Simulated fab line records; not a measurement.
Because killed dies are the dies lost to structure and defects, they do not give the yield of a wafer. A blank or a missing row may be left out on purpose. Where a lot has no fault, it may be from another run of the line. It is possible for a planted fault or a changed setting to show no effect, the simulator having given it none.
Problem report, 8D (eight disciplines) form, completed by code    flow gf180mcu    the parts of the form that need people (team, actions taken, sign-off) are left out

== 1. THE PROBLEM ==
V2_W_RS at GF_V2_RS_MEAS_24 reads a mean of 0.279 ohm/sq on 3 wafers of 3 lots; wafers without a fault read 0.325 ohm/sq with a standard deviation of 0.0055. That puts it -8.3 standard deviations away from the usual mean.
The step: measures by four-point-probe.
The first sign was on wafer L767.6 at day 24 01:39, on film metro-01. At this step, 33 wafers from 11 lots have a number in the record. By rule, "out" or "out of limits" means more than 4 standard deviations away from the usual mean. Any other wafer with a number is counted as sound.

== 2. WHAT IT IS, WHAT IT ISN'T ==
question                     is                            is not
which readings at this step  V2_W_RS                       -
which lots                   L767, L768, L769              L760, L761, L763, L764, L777, L778, L779, L780
which wafers of those lots   L767.6, L768.5, L769.1        L767.1, L767.5, L768.3, L768.6, L769.2, L769.6
read on which gauges         film metro-01, film metro-03  film metro-02
when                         from day 24 01:39             up to then (14 sound wafers); but 16 sound wafers of L768, L769, L777, L778, L779, L780 came after

== 3. THE SUSPECTS, EACH WITH WHAT RULES IT OUT ==
Counting: any tool at a process step up to the reading remains a suspect provided it ran every lot that is out. Sound lots after the first of them don't rule it out here, since some wafers of a struck lot are sound.
- the gauge at GF_V2_RS_MEAS_24: ruled out. 2 gauges (film metro-01, film metro-03) read the wafers that are out.
- cvd w-02 at GF_V2_CVD_23 (deposits W, target thk 350 nm, time 104.94 s): kept. It ran every lot that is out, first L767 (day 24 01:32); its last sound lot up to then is L764 (day 23 02:43).
- At GF_V2_CVD_23 on cvd w-02, chamber 1 took the sound wafers of the same lots and chamber 0 took the wafers that are out.
Remaining after the count: cvd w-02 at GF_V2_CVD_23.

== 4. THE CAUSE (what the simulator had put in) ==
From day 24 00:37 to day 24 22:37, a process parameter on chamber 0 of cvd w-02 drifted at GF_V2_CVD_23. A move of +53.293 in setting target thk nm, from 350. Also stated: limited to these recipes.
Only this tool survived the counting.

== 5. SEQUENCE OF EFFECTS, ordered by route ==
Rows list readings where the struck wafers' mean (over those with a number) sits beyond 3 standard deviations from the usual. Readings are gone through only where the record gives a usual standard deviation; hours: the median, over the lots, of the time from a lot's start at the first step in this table giving one to that lot's start at this step; sigmas: the change measured in usual standard deviations.
hours  step               reading             usual         on struck wafers  change  sigmas
0      GF_V2_RS_MEAS_24   V2_W_RS             0.325 ohm/sq  0.279             -0.046  -8.3
2      GF_V2_THK_MEAS_25  V2_W_THK            358 nm        417               +59     +9.4
9      GF_V2_CMP_26       time to endpoint s  87 s          100               +13     +3.3
Process steps it contains:
- GF_V2_CMP_26: polishes, stops on SiO2, t overpolish 15 s, target thk 0 nm.

== 6. WHAT WOULD HAVE CAUGHT IT SOONER ==
In this record the first reading out of limits at a measuring or inspecting step was taken at day 24 01:39, 1 hour after the fault began at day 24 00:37.
An alarm limit of 4 standard deviations would not have fired on the tool readings at GF_V2_CVD_23 for which the record gives a usual standard deviation, since none of them was out on any struck wafer.
Among the 3 lots that are out, L768, L769 began GF_V2_CVD_23 on cvd w-02 after day 24 01:39. A hold on the tool at that time would have spared those 2.
